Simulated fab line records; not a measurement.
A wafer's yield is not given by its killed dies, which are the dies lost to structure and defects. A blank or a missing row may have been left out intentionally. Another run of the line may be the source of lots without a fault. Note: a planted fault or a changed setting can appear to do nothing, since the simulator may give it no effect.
Which tool did it?	flow gf180mcu	Sampling: 13 lots, 39 wafers, 6 of 602 route steps

## WHAT EACH GAUGE READ, for each wafer
GF_STI_BOW_MEAS_00. Usual: for INCOMING_BOW the level is -1 um and the standard deviation is 6.5.
lot	measured	on	INCOMING_BOW (um)	flag
L831	day 1 10:01	film metro-01	-3 -5 -3	
L834	day 2 01:00	film metro-03	9 10 -6	
L835	day 2 06:01	film metro-04	0 1 2	
L836	day 2 11:00	film metro-03	-10 7 5	
L837	day 2 16:00	film metro-01	2 0 -3	
L838	day 2 21:00	film metro-01	6 6 -1	
L840	day 3 07:02	film metro-01	-13 -5 11	
L841	day 3 12:00	film metro-01	-8 1 6	
L842	day 3 17:01	film metro-04	-4 9 -8	
L844	day 4 03:02	film metro-04	0 -4 8	
L846	day 4 13:04	film metro-04	0 -9 0	
L851	day 5 14:01	film metro-01	1 6 -3	
L854	day 6 05:00	film metro-01	3 11 0	

GF_HV_LDD_THK_MEAS_57. Usual: for HV_LDD_CVD_56_THK the level is 89.9 nm and the standard deviation is 0.81.
lot	measured	on	HV_LDD_CVD_56_THK (nm)	flag
L831	day 12 20:49	film metro-01	89.9 89.4 90.2	
L834	day 14 02:05	film metro-01	89.8 90.4 91.2	
L835	day 14 03:14	film metro-01	89.5 88.8 89.1	
L836	day 14 08:24	film metro-02	91.6 91.1 90.7	
L837	day 15 02:44	film metro-02	90.2 91.1 91.5	
L838	day 15 05:09	film metro-01	89.7 89.4 89.4	
L840	day 15 15:06	film metro-02	90.4 90.2 90.0	
L841	day 16 01:31	film metro-02	89.5 89.3 89.5	
L842	day 16 09:34	film metro-04	90.4 90.7 89.8	
L844	day 17 04:46	film metro-01	84.6 84.3 84.2	OFF
L846	day 17 22:28	film metro-02	85.5 85.4 84.8	OFF
L851	day 20 00:04	film metro-02	90.1 89.2 90.2	
L854	day 20 21:07	film metro-04	89.8 89.6 89.7	

GF_SAB_CD_MEAS_09: target cd 420 nm. Usual: cd nm reads 420.3 nm (standard deviation 2.4).
lot	measured	on	cd nm (nm)	flag
L831	day 15 11:35	cd sem-02	421.8 420.4 420.4	
L834	day 16 19:22	cd sem-01	423.0 422.9 423.7	
L835	day 16 21:30	cd sem-01	420.7 423.2 419.9	
L836	day 17 02:46	cd sem-01	422.9 422.2 422.1	
L837	day 17 22:59	cd sem-01	422.9 423.1 422.6	
L838	day 18 03:04	cd sem-01	418.4 418.7 415.2	
L840	day 18 13:46	cd sem-01	419.8 419.8 417.8	
L841	day 19 01:46	cd sem-02	421.6 421.2 421.7	
L842	day 19 09:08	cd sem-02	422.5 424.2 421.9	
L844	day 20 07:27	cd sem-02	419.5 419.9 421.2	
L846	day 21 00:03	cd sem-02	413.5 416.0 415.5	
L851	day 23 01:41	cd sem-01	420.1 422.7 421.0	
L854	day 23 20:46	cd sem-02	417.2 417.4 417.6	

GF_M1_CD_MEAS_14: target cd 230 nm. Usual: cd nm reads 230.3 nm (standard deviation 1).
lot	measured	on	cd nm (nm)	flag
L831	day 17 11:37	cd sem-01	232.0 230.2 230.5	
L834	day 18 22:22	cd sem-02	229.1 228.4 228.6	
L835	day 18 23:32	cd sem-01	231.1 231.2 232.1	
L836	day 19 06:17	cd sem-02	230.5 231.0 231.1	
L837	day 20 02:55	cd sem-01	230.9 231.5 231.0	
L838	day 20 06:50	cd sem-01	230.1 230.7 230.9	
L840	day 20 18:19	cd sem-01	230.7 230.9 230.4	
L841	day 21 07:41	cd sem-01	228.1 229.8 229.5	
L842	day 21 13:01	cd sem-02	231.2 231.4 231.9	
L844	day 22 11:13	cd sem-02	228.8 228.5 229.7	
L846	day 23 03:37	cd sem-02	230.4 230.2 230.1	
L851	day 25 02:00	cd sem-01	230.7 230.4 229.9	
L854	day 25 21:29	cd sem-01	229.6 230.1 230.9	

## WHICH TOOL RAN EACH LOT (tool, then ch and the chambers of the sampled wafers, then the start)
lot	GF_HV_LDD_CVD_56	GF_HV_LDD_ETCHBACK_58
L831	lpcvd-01 ch 0, day 12 19:23	rie diel-04 ch 2,3, day 12 20:52
L834	lpcvd-01 ch 0, day 14 00:40	rie diel-02 ch 1,2, day 14 02:09
L835	lpcvd-02 ch 0, day 14 01:47	rie diel-04 ch 0,1, day 14 03:17
L836	lpcvd-02 ch 0, day 14 06:58	rie diel-02 ch 0,1,3, day 14 08:28
L837	lpcvd-02 ch 0, day 15 01:18	rie diel-01 ch 0,1,2, day 15 02:47
L838	lpcvd-01 ch 1, day 15 03:43	rie diel-02 ch 2,3, day 15 05:13
L840	lpcvd-01 ch 0, day 15 13:40	rie diel-04 ch 2,3, day 15 15:08
L841	lpcvd-01 ch 1, day 16 00:05	rie diel-02 ch 0,1,3, day 16 01:34
L842	lpcvd-02 ch 0, day 16 08:07	rie diel-04 ch 0,1,3, day 16 09:37
L844	lpcvd-01 ch 1, day 17 03:19	rie diel-02 ch 0,2,3, day 17 04:48
L846	lpcvd-01 ch 1, day 17 21:01	rie diel-04 ch 0,1,2, day 17 22:31
L851	lpcvd-02 ch 0, day 19 22:37	rie diel-01 ch 1,2, day 20 00:07
L854	lpcvd-01 ch 0, day 20 19:41	rie diel-01 ch 0,1,2, day 20 21:10
- GF_HV_LDD_CVD_56: deposits Si3N4 from DCS/NH3, target thk 90 nm, time 1543 s.
- GF_HV_LDD_ETCHBACK_58: etches Si3N4 in CH3F/O2, stops on SiO2, time 100 s, target depth 90 nm.

## AS READ BY THE TOOLS THEMSELVES (means over the sampled wafers that have a number; for cases with no such wafer, the mark the record gives instead)
GF_HV_LDD_ETCHBACK_58. Usual: bias w 79.98 W, standard deviation 0.23; drypump motor current A 5.5 A, standard deviation 0.43; oes product au 0.842 a.u., standard deviation 0.0061; rf fwd power W 397.1 W, standard deviation 1.5; throttle valve pct 10.560 %, standard deviation 0.0083.
lot	tool	bias w (W)	drypump motor current A (A)	oes product au (a.u.)	rf fwd power W (W)	throttle valve pct (%)	flag
L831	rie diel-04	79.87	5.4	0.836	397.4	10.553	
L834	rie diel-02	80.37	4.8	0.841	397.8	10.561	
L835	rie diel-04	79.86	5.5	0.837	397.4	10.564	
L836	rie diel-02	80.02	5.3	0.844	397.6	10.556	
L837	rie diel-01	80.04	5.8	0.844	396.6	10.560	
L838	rie diel-02	80.01	5.1	0.836	395.5	10.562	
L840	rie diel-04	79.98	5.4	0.842	398.1	10.561	
L841	rie diel-02	80.17	5.3	0.842	397.2	10.555	
L842	rie diel-04	79.90	5.4	0.845	396.9	10.563	
L844	rie diel-02	80.08	5.4	0.813	395.1	10.554	OFF
L846	rie diel-04	79.95	5.6	0.818	397.6	10.559	OFF
L851	rie diel-01	80.21	5.8	0.840	398.5	10.557	
L854	rie diel-01	79.74	5.8	0.841	397.2	10.562	

## THE ANSWER, worked out from the rows above alone
Rule: a lot is off if the mean of its wafers that have a number lies more than 3 standard deviations from the usual mean. Also off: a lot with no number at a reading for which 4 or more lots have one. The other lots that the step has rows for count as sound. After the gauges, taken in route order, come the tools' own readings; for these a lot's mean is taken, as printed above. At the first step where some lot is off, the reading lying furthest off is the one used; lots without a number count as furthest.
Off: L844, L846, at GF_HV_LDD_THK_MEAS_57 (HV_LDD_CVD_56_THK).
If a tool, at a process step before that reading, ran all the lots that are off and no sound lot after the first of them, it fits. The gauges at GF_HV_LDD_THK_MEAS_57 aren't tried: what is off there is off at GF_HV_LDD_ETCHBACK_58 too, on other tools, and a gauge's error can't cause that. None of those tried fits.

## WHAT THE SIMULATOR PUT IN
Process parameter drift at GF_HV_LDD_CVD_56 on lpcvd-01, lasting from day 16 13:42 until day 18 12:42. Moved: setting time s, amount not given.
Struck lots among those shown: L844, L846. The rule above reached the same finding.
